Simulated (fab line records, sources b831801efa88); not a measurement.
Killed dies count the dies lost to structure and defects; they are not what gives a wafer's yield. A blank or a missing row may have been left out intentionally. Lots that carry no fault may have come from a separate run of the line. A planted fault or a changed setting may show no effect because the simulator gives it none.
8D (eight disciplines) problem report, filled in by code | flow sky130 | the parts of the form that need people (team, actions taken, sign-off) are left out

== 1. WHAT WENT WRONG ==
Wafers free of any fault read 1815 (standard deviation 17) for NWELL_TW at SKY_NWELL_TW_MEAS_15, against a mean of 30 on 6 wafers of 2 lots. So: -99 or more standard deviations from the usual mean.
First seen on wafer L423.2, day 8 01:23, on filmMetro-04. Wafers with a number at this step in the record: 39, from 13 lots. The rule behind "out" and "out of limits": a value lying over 4 standard deviations away from the usual mean. Any other wafer with a number is counted as sound.

== 2. WHAT IT IS AND WHAT IT IS NOT ==
question                    | is                         | is not
which readings at this step | NWELL_TW                   | -
which lots                  | L423, L424                 | L409, L412, L413, L416, L417, L419, L420, L421, L422, L426, L432
which wafers of those lots  | all that have a number     | -
read on which gauges        | filmMetro-03, filmMetro-04 | filmMetro-02
when                        | from day 8 01:23           | up to then (27 sound wafers); but 6 sound wafers of L426, L432 came after

== 3. WHAT RULES OUT EACH SUSPECT ==
Counting: a tool stays on the suspect list if, at a process step up to the reading, it processed all lots that are out and no sound lot following the first of them.
- the gauge at SKY_NWELL_TW_MEAS_15 has been ruled out. Those wafers that are out were read across 2 gauges (filmMetro-03, filmMetro-04).
- plasmaAsher-01 at SKY_PWDE_STRIP_09 (strips in O2/N2): kept. It ran every lot that is out, first L423 (day 7 04:51), and no sound lot after that; its last sound lot up to then is L422 (day 7 00:54).
After counting, what remains is plasmaAsher-01 at SKY_PWDE_STRIP_09.

== 4. THE CAUSE (what the simulator had put in) ==
Skipped step whole: plasmaAsher-01, from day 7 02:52 on, at SKY_PWDE_STRIP_09. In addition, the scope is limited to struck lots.
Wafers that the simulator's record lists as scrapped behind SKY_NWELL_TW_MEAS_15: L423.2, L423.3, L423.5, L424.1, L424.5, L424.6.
This tool alone remained once counting was done.

== 5. THE EFFECT CHAIN, in route order ==
Each row: a reading whose mean over the struck wafers that have a number lies more than 3 standard deviations from the usual. Only readings whose record carries a usual standard deviation are examined. hours: median over the lots of the time between each lot's start at the first step of this table that gives one and its start at this step. sigmas: the change, counted in usual standard deviations.
hours | step                 | reading              | usual   | on struck wafers | change | sigmas
0     | SKY_NWELL_STRIP_14   | stripTimeToEndpointS | 36.92 s | 81.04            | +44.12 | +99 or more
0     | SKY_NWELL_TW_MEAS_15 | NWELL_TW             | 1815    | 30               | -1785  | -99 or more
Process steps it contains:
- SKY_NWELL_STRIP_14: strips in O2/N2.
Readings that are blank on the struck wafers while sound wafers have them: chamberPressureMTorr at SKY_PWDE_STRIP_09; drypumpMotorCurrentA at SKY_PWDE_STRIP_09; oesProductAu at SKY_PWDE_STRIP_09; stripTimeToEndpointS at SKY_PWDE_STRIP_09.

== 6. WHAT WOULD HAVE CAUGHT IT SOONER ==
In this record the first reading out of limits at a measuring or inspecting step was taken at day 8 01:23, 23 hours after the fault began at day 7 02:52.
At SKY_PWDE_STRIP_09 the tool's readings are blank on the struck wafers, where sound wafers have them: an empty tool record is the first sign, and it was there at once.
Lots out: 2; all had begun SKY_PWDE_STRIP_09 on plasmaAsher-01 by day 8 01:23. Tool hold at that time: it would have spared none of them.
